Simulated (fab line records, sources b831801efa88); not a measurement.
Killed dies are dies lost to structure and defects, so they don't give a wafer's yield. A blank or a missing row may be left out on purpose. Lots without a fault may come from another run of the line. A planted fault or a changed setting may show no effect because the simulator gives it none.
A struck lot beside a sound one | flow gf180mcu | 16 steps out of a route of 602
Sound: wafers L656.1, L656.4, L656.5. Struck: wafer L651.6. (L651.2 of the same lot was not struck and is left out.) The cause comes at the end.
At each step with rows: each side's tool, then ch and its chambers, then its first start. Under that, the readings that differ: sound wafers | struck wafers | difference of the means | sigmas: that difference in standard deviations of wafers without a fault.
alike: readings whose means differ by less than 2 such deviations, and words and numbers that are the same on both sides. not compared: withheld readings, readings that some wafer has no value for, bounds like >300 that may hide the same value, and numbers for which the record gives no deviation and whose values overlap.
The two part at a step that has a row with sigmas, a row that says differs or no value, or rows on one side only. Numbers that don't overlap but have no deviation are shown without sigmas and don't part them. A reading that every wafer of one side lacks parts them only if that side has two wafers or more.

GF_STI_THK_MEAS_02:
  sound on film_metro-01, day 3 16:10; struck on film_metro-04, day 2 13:53
  alike: STI_OXIDATION_THK
then, 1 step without rows for these wafers: GF_STI_CVD_03 (deposits Si3N4 from DCS/NH3, target thk 207.16 nm, time 3551 s).
GF_STI_THK_MEAS_04:
  sound on film_metro-01, day 3 18:12; struck on film_metro-04, day 2 15:56
  alike: STI_CVD_03_THK
then, 7 steps without rows for these wafers: GF_STI_DEHYDRATE_05 (time 60 s); GF_STI_HMDS_06 (prime time 60 s); GF_STI_COAT_07 (resist thk 700 nm); GF_STI_SOFTBAKE_08 (time 60 s); GF_STI_EXPOSE_09 (exposes mask COMP, target cd 220 nm); GF_STI_PEB_10 (peb time 90 s); GF_STI_DEVELOP_11 (develop time 60 s).
GF_STI_CD_MEAS_12: target cd 220 nm.
  sound on cd_sem-02, day 4 07:32; struck on cd_sem-01, day 3 04:31
  alike: cd_nm
GF_STI_ETCH_13: etches the open film in CHF3/O2, stops on Si, target depth 282.31 nm, time 112.9 s.
  sound on rie_diel-04 ch 0,2,3, day 4 07:40; struck on rie_diel-03 ch 3, day 3 04:37
  reading                | sound             | struck | difference | sigmas
  throttle_valve_pct (%) | 8.812 8.820 8.815 | 8.798  | -0.018     | -2
  alike: drypump_motor_current_A, oes_product_au, run_length_s
  not compared: rf_hours_counter_h
GF_STI_ETCH_14: etches Si in HBr/Cl2/O2, target depth 360 nm, time 102.9 s.
  sound on rie_si-02 ch 2,3, day 4 07:44; struck on rie_si-01 ch 0, day 3 04:41
  reading                              | sound                | struck | difference | sigmas
  oes_product_au (a.u.)                | 0.983 0.983 1.000    | 1.026  | +0.037     | +4
  run_length_s (s)                     | 131.2 131.4 131.3    | 88.3   | -43.0      | -99 or more
  throttle_valve_pct (%)               | 25.673 25.665 25.656 | 25.634 | -0.031     | -3
  model.etch.depth_nm (nm)             | 354.6 353 363.9      | 215    | -142       |
  model.STI.feature_depth_nm (nm)      | 354.6 353 363.9      | 215    | -142       |
  model.KrF_of_STI_COAT_07.thk_nm (nm) | 319.5 316.1 305.2    | 372.3  | +58.7      |
  alike: drypump_motor_current_A
  not compared: rf_hours_counter_h
GF_STI_STRIP_15: strips in O2/N2.
  sound on plasma_asher-03 ch 0,1, day 4 07:49; struck on plasma_asher-03 ch 0, day 3 04:46
  reading                      | sound             | struck | difference | sigmas
  oes_product_au (a.u.)        | 0.381 0.378 0.375 | 0.409  | +0.031     | +7
  strip_time_to_endpoint_s (s) | 3.73 3.68 3.57    | 4.28   | +0.62      | +13
  alike: drypump_motor_current_A, heater_power_w
  not compared: rf_hours_counter_h
then, 1 step without rows for these wafers: GF_STI_CLEAN_16 (cleans in dHF, time 25 s).
-- the record jumps here: 28 days lie between the struck wafers' starts before and after (it left off in module STI and takes up again in module PASSIVATION, whose first step shown is number 602 of the route) --
GF_PASSIVATION_PROBE_99:
  sound on prober-01, day 32 11:19; struck on prober-02, day 30 23:10
  reading                                 | sound                         | struck    | difference | sigmas
  model.etest.pwell_in_dnwell.line_ohm_um | 3707 3697 3752                | 2983      | -736       |
  model.etest.ldpmos_10p0.r_on_ohm_um     | 1.111e+04 1.119e+04 1.121e+04 | 1.022e+04 | -9.500e+02 |
  model.etest.pwell_in_dnwell.rs_ohm_sq   | 2210 2253 2297                | 1805      | -448       |
  model.etest.ldnmos_10p0.r_on_ohm_um     | 3719 3751 3752                | 3192      | -549       |
  model.etest.p_drift.rs_ohm_sq           | 2355 2374 2456                | 1886      | -509       |
  model.etest.n_drift.rs_ohm_sq           | 1114 1116 1156                | 860.8     | -267.9     |
  model.etest.nwell.line_ohm_um           | 1148 1160 1180                | 905.4     | -257.3     |
  model.etest.nwell.rs_ohm_sq             | 991.8 994.5 1012              | 777.4     | -222.0     |

WHERE THEY PART
First at GF_STI_ETCH_13; last, within this record, at GF_STI_STRIP_15.

WHY: what the simulator had put in
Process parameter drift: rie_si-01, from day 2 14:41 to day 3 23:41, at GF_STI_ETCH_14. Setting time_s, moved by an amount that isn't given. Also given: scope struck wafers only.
